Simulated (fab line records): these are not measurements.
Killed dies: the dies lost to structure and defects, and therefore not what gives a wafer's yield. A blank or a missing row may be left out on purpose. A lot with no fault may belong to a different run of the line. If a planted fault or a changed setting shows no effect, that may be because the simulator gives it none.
A struck lot beside a sound one | flow sky130 | 18 steps out of a route of 708
Sound: wafers L982.2, L982.3, L982.4. Struck: wafers L986.2, L986.3, L986.6. At the end, the cause is stated.
For every step that has rows: the tool of each side, followed by ch and its chambers, followed by its first start. Under that, the readings that differ: sound wafers | struck wafers | difference of the means | sigmas: that difference in standard deviations of wafers without a fault.
alike: words and numbers the same on both sides, and readings whose means are apart by under 2 such deviations; not compared: readings that were withheld, readings missing a value for some wafer, numbers with overlapping values and no deviation given by the record, and bounds like >300 which may hide the same value.
The two part at a step that has a row with sigmas, a row that says differs or no value, or rows on one side only. Numbers that don't overlap but have no deviation are shown without sigmas and don't part them. A reading that every wafer of one side lacks parts them only if that side has two wafers or more.

SKY_LDD_HVP_STRIP_09: strips in O2/N2.
  sound on plasma asher-01 ch 0,1, day 23 05:04; struck on plasma asher-02 ch 0,1, day 24 18:08
  reading                        | sound                | struck               | difference | sigmas
  chamber pressure mTorr (mTorr) | 1496.8 1499.0 1500.7 | 1503.0 1501.3 1503.4 | +3.7       | +3
  alike: drypump motor current A, oes product au, strip time to endpoint s
  not compared: rf hours counter h
SKY_LDD_HVP_TW_MEAS_10:
  sound on film metro-04, day 23 05:10; struck on film metro-03, day 24 18:15
  alike: LDD_HVP_TW
then, 7 steps without rows for these wafers: SKY_LDD_LDN_DEHYDRATE_00 (time 60 s); SKY_LDD_LDN_HMDS_01 (prime time 60 s); SKY_LDD_LDN_COAT_02 (resist thk 1140 nm); SKY_LDD_LDN_SOFTBAKE_03 (time 60 s); SKY_LDD_LDN_EXPOSE_04 (exposes mask LDNTM, target cd 700 nm); SKY_LDD_LDN_PEB_05; SKY_LDD_LDN_DEVELOP_06 (develop time 60 s).
SKY_LDD_LDN_OVL_MEAS_07:
  sound on overlay-01, day 24 10:37; struck on overlay-01, day 26 00:10
  alike: LDD_LDN_OVL
then, 2 steps without rows for these wafers: SKY_LDD_LDN_IMPLANT_08; SKY_LDD_LDN_IMPLANT_09.
SKY_LDD_LDN_IMPLANT_10:
  sound on implanter-03 ch 0, day 24 10:58; struck on implanter-01 ch 0, day 26 00:32
  reading                   | sound             | struck            | difference | sigmas
  implant ion amu           | 75 75 75          | 31 31 31          | -44        |
  model.implant.rp nm (nm)  | 12.45 12.45 12.45 | 23.83 23.83 23.83 | +11.38     |
  model.implant.drp nm (nm) | 5.933 5.933 5.933 | 10.9 10.9 10.9    | +5.0       |
  alike: faraday current uA
following that, these wafers have no rows for 1 step: SKY_LDD_LDN_IMPLANT_11.
SKY_LDD_LDN_STRIP_12: strips in O2/N2.
  sound on plasma asher-03 ch 0,1, day 24 11:14; struck on plasma asher-01 ch 1, day 26 00:48
  alike: chamber pressure mTorr, drypump motor current A, oes product au, strip time to endpoint s
  not compared: rf hours counter h
SKY_LDD_LDN_TW_MEAS_13:
  sound on film metro-02, day 24 11:21; struck on film metro-01, day 26 00:55
  reading    | sound          | struck         | difference | sigmas
  LDD_LDN_TW | 1476 1471 1477 | 1413 1420 1419 | -57        | -9
then, 1 step without rows for these wafers: SKY_LDD_LDN_CLEAN_14 (cleans in SC1/SC2, time 150 s).
-- a jump in the record: the struck wafers' starts before and after are 22 days apart (it breaks off in module LDD_LDN and resumes in module PAD_OPEN, where the first step shown is number 708 of the route) --
SKY_PAD_OPEN_PROBE_99:
  sound on prober-01, day 46 08:07; struck on prober-02, day 47 13:29
  reading                                     | sound                  | struck                 | difference | sigmas
  model.etest.tip sonos.rs ohm sq             | 2685 2736 2768         | 1938 1902 1907         | -814       |
  model.etest.sonos uncharged.r on ohm um     | 802 822.1 817.5        | 775.5 761 769.2        | -45.3      |
  model.etest.sonos programmed.off log10 a um | -14.16 -13.98 -13.9    | -12.56 -12.55 -12.84   | +1.36      |
  model.etest.sonos programmed.vt v (V)       | 1.418 1.387 1.388      | 1.328 1.307 1.357      | -0.067     |
  model.etest.sonos baked.vt v (V)            | 0.9071 0.8719 0.8669   | 0.8626 0.8262 0.8492   | -0.0360    |
  model.etest.sonos uncharged.vt v (V)        | -0.4299 -0.436 -0.4292 | -0.521 -0.5283 -0.4944 | -0.083     |
  model.etest.sonos erased.vt v (V)           | -2.243 -2.26 -2.261    | -2.331 -2.395 -2.431   | -0.131     |
  alike: killed_at_M0_to_M3, killed_at_M4_up, killed at contacts, killed at front end, killed at other, killed dies, killed open, killed short

## WHERE THEY PART
Earliest at SKY_LDD_HVP_STRIP_09; latest, in this record, at SKY_LDD_LDN_TW_MEAS_13. Later steps at which nothing parts them and some readings are alike: SKY_PAD_OPEN_PROBE_99.

WHY: whatever the simulator had introduced
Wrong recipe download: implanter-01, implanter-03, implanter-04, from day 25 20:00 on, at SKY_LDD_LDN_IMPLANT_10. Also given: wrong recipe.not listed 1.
